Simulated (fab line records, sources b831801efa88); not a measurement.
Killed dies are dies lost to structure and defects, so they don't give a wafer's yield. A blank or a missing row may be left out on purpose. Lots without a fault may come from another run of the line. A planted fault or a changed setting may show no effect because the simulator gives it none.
fab line records | flow gf180mcu
record lots=15 wafers=45 last_day=34
route steps=602 shown V3@445 V4@480 MIM@519
lots that met no fault: from a run of the same line without faults
start_h: hours from the record's first day to the start of the lot's first wafer shown | wait_h: hours since the lot's step before | " the same as in the row above | L1.1+2: a row that stands for several wafers | - no value, or no start given | * or withheld: withheld | < > ~ a bound
route shown NAME@n: a module of which the file shows steps, and the number in the route of the first | usual: mean/standard deviation of fault-free wafers | same: alike in all rows | chamber/n: place in a boat | sites: the reading at each site | _std_site: their standard deviation | _edge_site: outer sites' mean less inner sites' | radius_mm: how far each site lies from the wafer's centre | mask NAME#n: copy n | behind: the tool/chamber that last shaped the wafer | hold: why the lot was held/for how many hours/how that ended | device: the transistor (n, p or np) that didn't switch | end of line: the same wafers' tests at the end of the route | a step without rows: its recipe alone | killed: dies lost to structure and defects at the first sort, not the wafer's yield | map: a wafer's dies, x killed, . not, _ none there
set.NAME: the setting as run; set.NAME@STEP: as run at that earlier step | model.NAME: the simulator's own value behind a step, which no gauge read
steps of the route over a sample of lots; a table a step, a row a wafer
services: from which hour (start_h, from the record's first day; less than 0 if before it) a tool's chamber was out of use, for how many hours, and why
## steps
# step GF_V3_ETCH_16
# recipe chemistry=N2/H2 target_depth_a=withheld overetch_a=withheld time_s=withheld target=BARC ion_energy_ev=200 source_w=500 bias_w=100 pressure_mtorr=30 n2_flow_sccm=100 h2_flow_sccm=200
# usual drypump_motor_current_A=5.5/0.61 oes_product_au=0.855/0.0048 throttle_valve_pct=13.226/0.0096
# columns lot.wafer tool chamber start_h wait_h drypump_motor_current_A oes_product_au throttle_valve_pct
L446.2 rie_diel-04 2 523.90 0.0 6.5 0.856 13.216
L446.3 " 3 " " 4.7 0.854 13.226
L446.5 " 3 " " 4.6 0.853 13.199
L447.1 rie_diel-02 2 527.77 0.0 4.8 0.855 13.226
L447.5 " 2 " " 4.8 0.855 13.242
L447.6 " 3 " " 5.7 0.851 13.229
L448.1 rie_diel-04 0 543.60 0.0 6.4 0.858 13.236
L448.2 " 3 " " 4.6 0.849 13.233
L448.4 " 2 " " 6.5 0.853 13.231
L449.1 rie_diel-04 3 546.85 0.0 4.6 0.856 13.225
L449.2 " 0 " " 6.4 0.846 13.216
L449.5 " 1 " " 6.2 0.856 13.222
L454.2 rie_diel-01 2 592.76 0.0 5.0 0.848 13.234
L454.3 " 0 " " 5.3 0.853 13.229
L454.5 " 1 " " 5.6 0.853 13.230
L455.1 rie_diel-04 3 592.88 0.0 4.6 0.861 13.229
L455.4 " 0 " " 6.4 0.848 13.227
L455.5 " 3 " " 4.6 0.860 13.231
L456.1 rie_diel-01 2 598.65 0.0 5.0 0.857 13.233
L456.3 " 1 " " 5.6 0.860 13.236
L456.6 " 3 " " 5.8 0.854 13.228
L460.4 rie_diel-01 3 636.06 0.0 5.8 0.852 13.213
L460.5 " 1 " " 5.6 0.851 13.231
L460.6 " 0 " " 5.3 0.853 13.212
L459.1 rie_diel-02 1 636.41 0.0 5.8 0.850 13.217
L459.4 " 0 " " 4.9 0.857 13.239
L459.6 " 2 " " 4.8 0.864 13.222
L462.1 rie_diel-01 1 640.90 0.0 5.6 0.849 13.244
L462.3 " 3 " " 5.8 0.860 13.241
L462.6 " 3 " " 5.8 0.855 13.225
L463.1 rie_diel-04 1 653.51 0.0 6.1 0.863 13.242
L463.4 " 3 " " 4.6 0.854 13.233
L463.6 " 0 " " 6.4 0.854 13.226
L465.1 rie_diel-01 1 660.71 0.0 5.6 0.849 13.223
L465.5 " 1 " " 5.6 0.857 13.218
L465.6 " 0 " " 5.3 0.860 13.215
L466.1 rie_diel-02 0 677.30 0.0 4.9 0.859 13.232
L466.3 " 0 " " 4.9 0.856 13.227
L466.6 " 0 " " 4.9 0.858 13.234
L467.3 rie_diel-01 0 679.45 0.0 5.3 0.853 13.219
L467.4 " 3 " " 5.8 0.858 13.229
L467.6 " 0 " " 5.3 0.858 13.230
L469.1 rie_diel-04 1 696.45 0.0 6.1 0.852 13.221
L469.4 " 0 " " 6.4 0.857 13.215
L469.5 " 2 " " 6.5 0.849 13.234
# step GF_V4_CMP_04
# recipe material=SiO2 down_force_psi=4 platen_rpm=60 pad_velocity_m_s=0.94248
# usual motor_current_A=11.8/1.2 slurry_filter_dp_kPa=13.53/0.11 time_to_endpoint_s=79/6.6
# columns lot.wafer tool chamber start_h wait_h motor_current_A slurry_filter_dp_kPa time_to_endpoint_s
L446.3 cmp-02 1 549.77 0.2 13.7 13.41 83
L446.2 " 2 " " 10.1 13.38 84
L446.5 " 0 " " 11.2 13.64 91
L447.1 cmp-02 1 553.31 0.3 13.5 13.57 78
L447.5 " 2 " " 10.7 13.51 88
L447.6 " 3 " " 12.6 13.57 79
L448.4 cmp-02 1 567.93 0.0 14.0 13.32 86
L448.2 " 2 " " 10.6 13.70 83
L448.1 " 0 " " 11.1 13.62 82
L449.1 cmp-02 3 571.20 0.3 11.6 13.51 75
L449.2 " 0 " " 11.2 13.55 82
L449.5 " 2 " " 10.7 13.49 84
L454.2 cmp-01 0 616.39 0.1 12.0 13.57 80
L454.3 " 1 " " 12.1 13.44 85
L454.5 " 0 " " 11.3 13.50 87
L455.4 cmp-02 2 617.06 0.0 10.2 13.56 76
L455.1 " 3 " " 11.7 13.50 69
L455.5 " 2 " " 11.2 13.33 74
L456.1 cmp-02 2 622.60 0.1 10.5 13.49 78
L456.3 " 0 " " 10.6 13.47 70
L456.6 " 2 " " 10.4 13.52 87
L460.4 cmp-01 2 658.43 0.2 9.8 13.50 83
L460.5 " 3 " " 12.9 13.65 96
L460.6 " 0 " " 12.2 13.38 93
L459.4 cmp-02 2 658.89 0.0 10.8 13.56 78
L459.1 " 1 " " 13.5 13.85 70
L459.6 " 2 " " 10.3 13.64 76
L462.3 cmp-01 2 663.60 0.0 10.4 13.34 74
L462.1 " 0 " " 12.2 13.36 82
L462.6 " 2 " " 10.6 13.38 79
L463.4 cmp-02 0 675.76 0.0 11.1 13.48 78
L463.1 " 1 " " 13.9 13.56 76
L463.6 " 1 " " 14.1 13.35 78
L465.1 cmp-02 1 682.33 0.1 13.8 13.43 75
L465.5 " 0 " " 10.7 13.46 79
L465.6 " 1 " " 13.2 13.38 77
L466.3 cmp-02 0 699.35 0.1 10.5 13.60 74
L466.1 " 1 " " 13.8 13.45 77
L466.6 " 3 " " 12.0 13.60 78
L467.4 cmp-02 1 701.21 0.1 13.3 13.41 78
L467.3 " 3 " " 12.1 13.38 72
L467.6 " 0 " " 11.5 13.44 81
L469.4 cmp-01 1 717.42 0.1 12.2 13.69 87
L469.1 " 2 " " 9.9 13.73 73
L469.5 " 1 " " 12.4 13.70 83
# step GF_V4_CVD_23
# recipe material=W target_thk_nm=350 time_s=104.9 temp_c=400 pressure_torr=40
# usual heater_power_outer_w=521/91 heater_power_w=834/110
# same time_s=104.9
# columns lot.wafer tool chamber start_h wait_h heater_power_outer_w heater_power_w
L446.2 cvd_w-02 0 572.93 0.0 644 1001
L446.3 " 1 " " 416 698
L446.5 " 1 " " 414 710
L447.1 cvd_w-02 1 576.44 0.0 419 704
L447.5 " 1 " " 425 709
L447.6 " 0 " " 653 983
L448.1 cvd_w-01 1 590.86 0.0 491 808
L448.2 " 0 " " 503 820
L448.4 " 1 " " 496 818
L449.1 cvd_w-01 0 593.41 0.0 496 812
L449.2 " 1 " " 498 780
L449.5 " 0 " " 501 811
L454.2 cvd_w-01 1 638.18 0.0 501 794
L454.3 " 0 " " 495 817
L454.5 " 1 " " 501 800
L455.1 cvd_w-02 0 639.03 0.0 666 983
L455.4 " 1 " " 424 694
L455.5 " 1 " " 411 698
L456.1 cvd_w-02 1 644.67 0.0 415 698
L456.3 " 0 " " 654 1026
L456.6 " 1 " " 415 708
L460.4 cvd_w-02 1 678.69 0.0 419 709
L460.5 " 0 " " 662 992
L460.6 " 1 " " 415 710
L459.1 cvd_w-01 1 679.58 0.0 497 801
L459.4 " 0 " " 511 819
L459.6 " 1 " " 499 794
L462.1 cvd_w-01 1 684.38 0.0 494 806
L462.3 " 0 " " 503 831
L462.6 " 1 " " 507 803
L463.1 cvd_w-01 1 695.72 0.0 511 805
L463.4 " 0 " " 498 820
L463.6 " 1 " " 505 818
L465.1 cvd_w-01 0 702.61 0.0 508 859
L465.5 " 0 " " 517 818
L465.6 " 1 " " 501 815
L466.1 cvd_w-01 0 718.68 0.0 506 826
L466.3 " 1 " " 496 803
L466.6 " 1 " " 479 809
L467.3 cvd_w-02 1 720.86 0.1 417 709
L467.4 " 0 " " 632 998
L467.6 " 1 " " 424 705
L469.1 cvd_w-01 0 736.21 0.0 495 836
L469.4 " 0 " " 506 833
L469.5 " 0 " " 503 810
# step GF_MIM_EXPOSE_16
# recipe mask_id=FuseTop target_cd_nm=2000 na=0.6 source_shape=conventional sigma_outer=0.6 dose_mj=140
# usual exposure_dose_mJ_cm2=140.01/0.14 focus_offset_nm=0.0/0.48
# columns lot.wafer tool chamber start_h wait_h mask exposure_dose_mJ_cm2 focus_offset_nm
L446.2 iline_stepper-02 0 585.01 - FuseTop#0 140.02 0.2
L446.3 " 0 " " FuseTop#0 140.00 0.5
L446.5 " 0 " " FuseTop#0 140.09 0.9
L447.1 iline_stepper-01 0 588.14 - FuseTop#0 139.82 -0.6
L447.5 " 0 " " FuseTop#0 140.02 0.4
L447.6 " 0 " " FuseTop#0 139.97 0.2
L448.1 iline_stepper-02 0 602.09 - FuseTop#0 140.11 -0.2
L448.2 " 0 " " FuseTop#0 140.00 -0.2
L448.4 " 0 " " FuseTop#0 140.13 -0.4
L449.1 iline_stepper-01 0 604.84 - FuseTop#0 139.96 -0.2
L449.2 " 0 " " FuseTop#0 139.96 -0.3
L449.5 " 0 " " FuseTop#0 139.86 0.7
L454.2 iline_stepper-01 - 648.92 - FuseTop#0 - -
L454.3 " - " " FuseTop#0 - -
L454.5 " - " " FuseTop#0 - -
L455.1 iline_stepper-01 - 649.66 - FuseTop#0 - -
L455.4 " - " " FuseTop#0 - -
L455.5 " - " " FuseTop#0 - -
L456.1 iline_stepper-02 - 656.44 - FuseTop#0 - -
L456.3 " - " " FuseTop#0 - -
L456.6 " - " " FuseTop#0 - -
L460.4 iline_stepper-02 0 689.38 - FuseTop#0 140.33 -0.5
L460.5 " 0 " " FuseTop#0 139.92 -0.5
L460.6 " 0 " " FuseTop#0 139.92 -0.1
L459.1 iline_stepper-01 0 689.92 - FuseTop#0 140.05 -0.2
L459.4 " 0 " " FuseTop#0 140.06 -0.5
L459.6 " 0 " " FuseTop#0 139.81 -0.1
L462.1 iline_stepper-01 0 694.56 - FuseTop#0 140.05 -0.4
L462.3 " 0 " " FuseTop#0 139.79 -0.3
L462.6 " 0 " " FuseTop#0 139.93 -0.1
L463.1 iline_stepper-02 0 706.25 - FuseTop#0 139.98 0.0
L463.4 " 0 " " FuseTop#0 140.28 -0.6
L463.6 " 0 " " FuseTop#0 140.17 -0.4
L465.1 iline_stepper-02 0 712.90 - FuseTop#0 140.07 -0.4
L465.5 " 0 " " FuseTop#0 140.17 -0.3
L465.6 " 0 " " FuseTop#0 140.01 -0.5
L466.1 iline_stepper-02 0 728.99 - FuseTop#0 139.98 0.1
L466.3 " 0 " " FuseTop#0 140.02 0.5
L466.6 " 0 " " FuseTop#0 139.97 -0.5
L467.3 iline_stepper-01 0 730.98 - FuseTop#0 139.81 -0.5
L467.4 " 0 " " FuseTop#0 140.01 -0.3
L467.6 " 0 " " FuseTop#0 139.91 1.1
L469.1 iline_stepper-02 0 746.15 - FuseTop#0 139.82 0.1
L469.4 " 0 " " FuseTop#0 139.93 0.3
L469.5 " 0 " " FuseTop#0 139.75 0.9
## services
# columns tool chamber start_h hours kind
iline_stepper-01 - 521.83 9.3 repair
cvd_w-01 - 522.45 1.6 repair
cvd_w-01 - 550.91 6.0 pm
cmp-02 - 555.90 2.3 repair
cmp-02 - 556.06 1.6 repair
rie_diel-01 1 557.87 14.3 repair
cvd_w-01 - 558.60 11.1 repair
rie_diel-01 - 562.82 0.3 repair
cmp-02 - 572.00 4.0 pm
iline_stepper-01 - 579.87 1.7 pm
rie_diel-04 - 589.34 2.8 pm
cvd_w-02 - 593.63 2.8 pm
rie_diel-01 1 613.85 4.2 repair
rie_diel-04 1 631.24 5.3 repair
rie_diel-04 3 638.02 14.5 repair
rie_diel-04 2 645.35 2.7 repair
cvd_w-02 - 650.14 6.9 pm
iline_stepper-02 - 651.26 1.7 pm
cmp-02 - 663.26 4.6 pm
rie_diel-01 1 665.31 4.7 repair
cvd_w-01 - 705.62 2.6 repair
rie_diel-04 0 719.27 8.2 repair
cmp-02 - 726.92 7.3 pm
rie_diel-01 0 746.17 4.9 repair
## key
first_sign step=GF_MIM_EXPOSE_16 reading=tool_record direction=missing
effect none on later readings
met_at GF_MIM_EXPOSE_16
struck_lots L454,L455,L456
later_rows_left_out L454.2,L454.3,L454.5,L455.1,L455.4,L455.5,L456.1,L456.3,L456.6
sort_left_out L454.2,L454.3,L454.5,L455.1,L455.4,L455.5,L456.1,L456.3,L456.6
not_acting_at GF_V3_ETCH_16,GF_V4_CMP_04,GF_V4_CVD_23
onset_between 604.84 648.92
fault kind=skipped_step_whole tool=iline_stepper-01,iline_stepper-02 chamber=- onset_h=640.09 steps=GF_MIM_EXPOSE_16 scope=struck_lots_only
# sort_left_out: the simulated sort isn't trusted on such a fault, so these wafers' sort isn't shown, and their yield isn't known
# later_rows_left_out: the simulator's readings of these wafers behind a module that went badly wrong aren't trusted and aren't shown, but for the sort
